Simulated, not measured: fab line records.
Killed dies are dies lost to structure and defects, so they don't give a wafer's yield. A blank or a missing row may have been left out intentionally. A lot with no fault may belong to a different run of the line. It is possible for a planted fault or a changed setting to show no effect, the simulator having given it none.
A single fault, viewed from 2 desks -- flow gf180mcu -- each desk has only its own numbers; what lay behind them comes last

THE METROLOGY DESK
What the gauges read, lot by lot, whatever tool the lot ran on: means of the sampled wafers that have a number. Marked OUT: a lot whose mean sits more than 4 standard deviations from the usual mean, which makes it out of limits; the brackets give that distance.
Columns: A = cd nm at GF_STI_CD_MEAS_12, usual 220.1 nm
lot,first seen here,A
L693,day 2 01:31,221.8
L694,day 2 06:26,219.5
L695,day 2 11:23,217.7
L698,day 3 03:05,222.3
L699,day 3 08:02,219.9
L700,day 3 12:34,218.6
L701,day 3 18:32,219.6
L702,day 3 23:58,221.0
L711,day 5 21:44,221.3
L712,day 6 02:14,220.3
L713,day 6 07:59,220.6
L715,day 6 20:34,218.3
L716,day 7 00:46,221.2
This desk found nothing out of limits on any of the 13 lots.

TOOL OWNER'S DESK, plasma asher-04
The tool's own readings at GF_MVPSD_STRIP_10 (strips in O2/N2): means of the sampled wafers that have a number, for each lot that ran on this tool. Marked OUT: a lot whose mean sits more than 4 standard deviations from the usual mean, which makes it out of limits; the brackets give that distance.
Columns: A = drypump motor current A at GF_MVPSD_STRIP_10, usual 5.3 A; B = heater power w at GF_MVPSD_STRIP_10, usual 331 W; C = oes product au at GF_MVPSD_STRIP_10, usual 0.722 a.u.; D = strip time to endpoint s at GF_MVPSD_STRIP_10, usual 36.93 s
lot,first seen here,A,B,C,D
L694,day 5 07:31,4.8,310,0.726,36.97
L698,day 6 04:14,5.0,312,0.722,36.83
L699,day 6 11:22,5.0,313,0.721,36.88
L700,day 6 16:35,5.1,311,0.717,37.00
L701,day 6 23:23,5.0,311,0.892 (+38) OUT,-
L713,day 9 23:51,5.3,313,0.725,36.94
Finding of this desk: L701 out of limits; the first was L701 at day 6 23:23, on oes product au at GF_MVPSD_STRIP_10. Within limits: L694, L698, L699, L700, L713.

TAKEN TOGETHER
On L701, at day 6 23:23, an alarm was possible from the tool owner's desk.
At the metrology desk, nothing out of limits was observed.
The metrology desk holds a record of L701, inside its limits.
GF_MVPSD_STRIP_10 was run on plasma asher-04 by each of the lots named.

WHAT THE SIMULATOR PUT IN
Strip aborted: plasma asher-04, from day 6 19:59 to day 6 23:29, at GF_MVPSD_STRIP_10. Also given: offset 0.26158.
Shown lots that were struck: L701.
Hours from the fault's start to each desk's first reading out of limits: the tool owner's desk, 3.
